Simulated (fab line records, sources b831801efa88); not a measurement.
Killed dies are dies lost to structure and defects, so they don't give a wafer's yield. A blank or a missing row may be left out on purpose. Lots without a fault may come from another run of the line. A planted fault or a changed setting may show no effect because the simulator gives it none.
Split-lot experiment | flow gf180mcu | 5 lots, 23 wafers read, on a route of 602 steps

THE SPLIT
At GF_M4_COAT_09 (resist thk 1000 nm), the setting resist_thk_nm was moved away from the recipe's 1000 nm on 8 of the 23 wafers read, by +3.6% to +6.0%. The other wafers ran this setting at the recipe's value.

FROM THE SPLIT TO THE READING: what the file shows between them, 6 steps
- GF_M4_SOFTBAKE_10: time 60 s
- GF_M4_EXPOSE_11: exposes mask Metal4, target cd 280 nm
- GF_M4_PEB_12: peb time 90 s
- GF_M4_DEVELOP_13: develop time 60 s
- GF_M4_CD_MEAS_14: target cd 280 nm
- GF_M4_METAL_ETCH_16: etches the open film in Cl2/BCl3, stops on SiO2, target depth 627.5 nm, time 104.6 s

THE READING
oes_product_au, in a.u., at GF_M4_STRIP_17 (strips in O2/N2). Fault-free wafers of this fab line usually give 0.556 a.u., standard deviation 0.005 a.u..

wafer  | tool, chamber at the split | resist_thk_nm as run, nm | against the recipe | oes_product_au, a.u. | against lot-mates on the recipe
L074.1 | litho_track-04, 0          | 1000                     | recipe             | 0.556                | -
L074.2 | litho_track-04, 0          | 1036                     | +3.6%              | 0.567                | +0.008
L074.3 | litho_track-04, 0          | 1036                     | +3.6%              | 0.568                | +0.009
L074.4 | litho_track-04, 0          | 1036                     | +3.6%              | 0.574                | +0.015
L074.5 | litho_track-04, 0          | 1000                     | recipe             | 0.561                | -
L075.2 | litho_track-02, 0          | 1000                     | recipe             | 0.562                | -
L075.3 | litho_track-02, 0          | 1060                     | +6.0%              | 0.581                | +0.025
L075.4 | litho_track-02, 0          | 1000                     | recipe             | 0.549                | -
L075.5 | litho_track-02, 0          | 1060                     | +6.0%              | 0.583                | +0.027
L075.6 | litho_track-02, 0          | 1060                     | +6.0%              | 0.575                | +0.019
L082.1 | litho_track-04, 0          | 1037                     | +3.7%              | 0.576                | +0.014
L082.2 | litho_track-04, 0          | 1000                     | recipe             | 0.565                | -
L082.3 | litho_track-04, 0          | 1000                     | recipe             | 0.563                | -
L082.4 | litho_track-04, 0          | 1000                     | recipe             | 0.558                | -
L082.5 | litho_track-04, 0          | 1037                     | +3.7%              | 0.573                | +0.011
L084.1 | litho_track-04, 0          | 1000                     | recipe             | 0.565                | -
L084.2 | litho_track-04, 0          | 1000                     | recipe             | 0.556                | -
L084.4 | litho_track-04, 0          | 1000                     | recipe             | 0.554                | -
L084.5 | litho_track-04, 0          | 1000                     | recipe             | 0.554                | -
L084.6 | litho_track-04, 0          | 1000                     | recipe             | 0.560                | -
L085.1 | litho_track-04, 0          | 1000                     | recipe             | 0.554                | -
L085.3 | litho_track-04, 0          | 1000                     | recipe             | 0.555                | -
L085.5 | litho_track-04, 0          | 1000                     | recipe             | 0.556                | -

THE FIT
A straight line over all 23 wafers: oes_product_au changes by +0.00368 a.u. for each +1% of resist_thk_nm; r = +0.90; the points scatter about the line by 0.0043 a.u..
The same after taking each lot's own level away (the mean of its wafers on the recipe; 23 wafers): +0.00377 a.u. for each +1%; r = +0.92; scatter 0.0038 a.u..
On that fit, the largest move of resist_thk_nm shifts the reading by 0.023 a.u..
The lots' own levels span 0.5550 to 0.5620 a.u., that is 1.4 times the standard deviation above.
So the lot-to-lot level changes the slope little: the two slopes agree.
Check: with one of the wafers moved furthest among these (+6.0%) left out of the fit, the line predicts +0.0215 a.u. for it against its lot-mates. It came out at +0.0255 a.u. against them.

THE WHOLE CHAIN: every reading that the file lists as answering this split, in the file's order
step                | what it does                                                                         | reading                                                                   | change (the file's fit)                   | r (the file's)
GF_M4_COAT_09       | resist thk 1000 nm                                                                   | KrF_of_M4_COAT_09.thk_nm (the simulator's own value, which no gauge read) | +9.94 nm for each +1% of the setting      | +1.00
GF_M4_CD_MEAS_14    | target cd 280 nm                                                                     | cd_nm                                                                     | +0.533 nm for each +1% of the setting     | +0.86
GF_M4_METAL_ETCH_16 | etches the open film in Cl2/BCl3, stops on SiO2, target depth 627.5 nm, time 104.6 s | KrF_of_M4_COAT_09.thk_nm (the simulator's own value, which no gauge read) | +9.64 nm for each +1% of the setting      | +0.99
GF_M4_STRIP_17      | strips in O2/N2                                                                      | oes_product_au                                                            | +0.00371 a.u. for each +1% of the setting | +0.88
GF_M4_STRIP_17      | strips in O2/N2                                                                      | strip_time_to_endpoint_s                                                  | withheld for each +1% of the setting      | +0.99

THE FILE'S OWN FIT
oes_product_au changes by +0.00371 a.u. for each +1% of resist_thk_nm, r = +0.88.
